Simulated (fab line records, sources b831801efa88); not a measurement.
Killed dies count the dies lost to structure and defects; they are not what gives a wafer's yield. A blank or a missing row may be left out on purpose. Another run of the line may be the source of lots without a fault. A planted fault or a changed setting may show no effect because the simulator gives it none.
A lot that was struck, set against a sound lot	flow gf180mcu	44 out of 602 route steps
Sound: these wafers, L743.1, L743.3, L743.4. Wafers L758.2, L758.3, L758.4 were the ones struck. The cause is named last.
At each step with rows: each side's tool, then ch and its chambers, then its first start. Under that, the readings that differ: sound wafers	struck wafers	difference of the means	sigmas: that difference in standard deviations of wafers without a fault.
alike: readings with means less than 2 such deviations apart, plus words and numbers identical on both sides. not compared: withheld readings, readings lacking a value on some wafer, bounds such as >300 that could conceal the same value, and numbers that have no deviation in the record and whose values overlap.
Wherever a step has rows on one side only, a row that says differs or no value, or a row with sigmas, the two part there. When numbers do not overlap yet have no deviation, they are printed without sigmas and do not part them. A reading missing from all wafers of one side parts the sides only when that side holds two or more wafers.

first, 2 steps without rows for these wafers: GF_DNWELL_DEVELOP_06 (develop time 60 s); GF_DNWELL_IMPLANT_07.
GF_DNWELL_STRIP_08: strips in O2/N2.
  sound on plasma_asher-01 ch 0,1, day 3 05:22; struck on plasma_asher-03 ch 0,1, day 6 12:38
  alike: drypump_motor_current_A, heater_power_w, n2_flow_sccm, oes_product_au, platen_temp_c, strip_time_to_endpoint_s
  not compared: rf_hours_counter_h
GF_DNWELL_TW_MEAS_09:
  sound on film_metro-02, day 3 05:28; struck on film_metro-02, day 6 12:44
  alike: DNWELL_TW
then, 7 steps without rows for these wafers: GF_NWELL_DEHYDRATE_00 (time 60 s); GF_NWELL_HMDS_01 (prime time 60 s); GF_NWELL_COAT_02 (resist thk 3000 nm); GF_NWELL_SOFTBAKE_03; GF_NWELL_EXPOSE_04 (exposes mask Nwell, target cd 860 nm); GF_NWELL_PEB_05; GF_NWELL_DEVELOP_06 (develop time 60 s).
GF_NWELL_OVL_MEAS_07:
  sound on overlay-01, day 3 18:20; struck on overlay-01, day 7 03:50
  alike: NWELL_OVL
GF_NWELL_IMPLANT_08:
  sound on implanter-03 ch 0, day 3 18:22; struck on implanter-03 ch 0, day 7 04:13
  alike: beam_on_s, tilt_deg
following that, these wafers have no rows for 1 step: GF_NWELL_IMPLANT_09.
GF_NWELL_STRIP_10: strips in O2/N2.
  sound on plasma_asher-04 ch 0,1, day 3 18:40; struck on plasma_asher-01 ch 0,1, day 7 04:29
reading	sound	struck	difference	sigmas
drypump_motor_current_A (A)	5.0 5.0 5.6	6.0 6.4 6.0	+0.9	+2
  alike: heater_power_w, n2_flow_sccm, oes_product_au, platen_temp_c, strip_time_to_endpoint_s
  not compared: rf_hours_counter_h
GF_NWELL_TW_MEAS_11:
  sound on film_metro-01, day 3 18:46; struck on film_metro-01, day 7 04:56
reading	sound	struck	difference	sigmas
NWELL_TW	1552 1557 1545	1921 1913 1913	+364	+21
then, 7 steps without rows for these wafers: GF_LVPWELL_DEHYDRATE_00 (time 60 s); GF_LVPWELL_HMDS_01 (prime time 60 s); GF_LVPWELL_COAT_02 (resist thk 3000 nm); GF_LVPWELL_SOFTBAKE_03; GF_LVPWELL_EXPOSE_04 (exposes mask LVPWELL, target cd 600 nm); GF_LVPWELL_PEB_05; GF_LVPWELL_DEVELOP_06 (develop time 60 s).
GF_LVPWELL_OVL_MEAS_07:
  sound on overlay-01, day 4 08:10; struck on overlay-02, day 7 20:08
  alike: LVPWELL_OVL
then, 2 steps without rows for these wafers: GF_LVPWELL_IMPLANT_08; GF_LVPWELL_IMPLANT_09.
GF_LVPWELL_STRIP_10: strips in O2/N2.
  sound on plasma_asher-03 ch 0,1, day 4 08:30; struck on plasma_asher-04 ch 0,1, day 7 20:28
reading	sound	struck	difference	sigmas
drypump_motor_current_A (A)	6.3 6.0 6.3	5.6 5.6 5.0	-0.8	-2
  alike: heater_power_w, n2_flow_sccm, oes_product_au, platen_temp_c, strip_time_to_endpoint_s
  not compared: rf_hours_counter_h
GF_LVPWELL_TW_MEAS_11:
  sound on film_metro-02, day 4 08:36; struck on film_metro-01, day 7 20:34
reading	sound	struck	difference	sigmas
LVPWELL_TW	568 569 568	556 556 557	-12	-2
then, 7 steps without rows for these wafers: GF_MVSD_DEHYDRATE_00 (time 60 s); GF_MVSD_HMDS_01 (prime time 60 s); GF_MVSD_COAT_02 (resist thk 3000 nm); GF_MVSD_SOFTBAKE_03; GF_MVSD_EXPOSE_04 (exposes mask MVSD, target cd 1000 nm); GF_MVSD_PEB_05; GF_MVSD_DEVELOP_06 (develop time 60 s).
GF_MVSD_OVL_MEAS_07:
  sound on overlay-02, day 4 22:14; struck on overlay-02, day 8 12:11
  alike: MVSD_OVL
then, 2 steps without rows for these wafers: GF_MVSD_IMPLANT_08; GF_MVSD_IMPLANT_09.
GF_MVSD_STRIP_10: strips in O2/N2.
  sound on plasma_asher-02 ch 0,1, day 4 22:34; struck on plasma_asher-02 ch 0,1, day 8 12:31
  alike: drypump_motor_current_A, heater_power_w, n2_flow_sccm, oes_product_au, platen_temp_c, strip_time_to_endpoint_s
  not compared: rf_hours_counter_h
GF_MVSD_TW_MEAS_11:
  sound on film_metro-02, day 4 22:40; struck on film_metro-02, day 8 12:38
  alike: MVSD_TW
then, 2 steps without rows for these wafers: GF_MVPSD_DEHYDRATE_00 (time 60 s); GF_MVPSD_HMDS_01 (prime time 60 s).
-- the record jumps here: 4 days lie between the struck wafers' starts before and after --
GF_VT_IMPLANT_RS_MEAS_47: measures by four-point-probe.
  sound on film_metro-02, day 8 03:14; struck on film_metro-04, day 12 08:19
reading	sound	struck	difference	sigmas
NWELL_RS (ohm/sq)	487.6 486.6 487.0	349.3 349.1 349.0	-137.9	-92
GF_PASSIVATION_PROBE_99:
  sound wafers here have rows in the record (prober-02, day 29 12:04); struck ones have none

== WHERE THEY PART ==
Last at GF_PASSIVATION_PROBE_99 as far as this record goes, first at GF_NWELL_STRIP_10.

WHY: whatever the simulator had introduced
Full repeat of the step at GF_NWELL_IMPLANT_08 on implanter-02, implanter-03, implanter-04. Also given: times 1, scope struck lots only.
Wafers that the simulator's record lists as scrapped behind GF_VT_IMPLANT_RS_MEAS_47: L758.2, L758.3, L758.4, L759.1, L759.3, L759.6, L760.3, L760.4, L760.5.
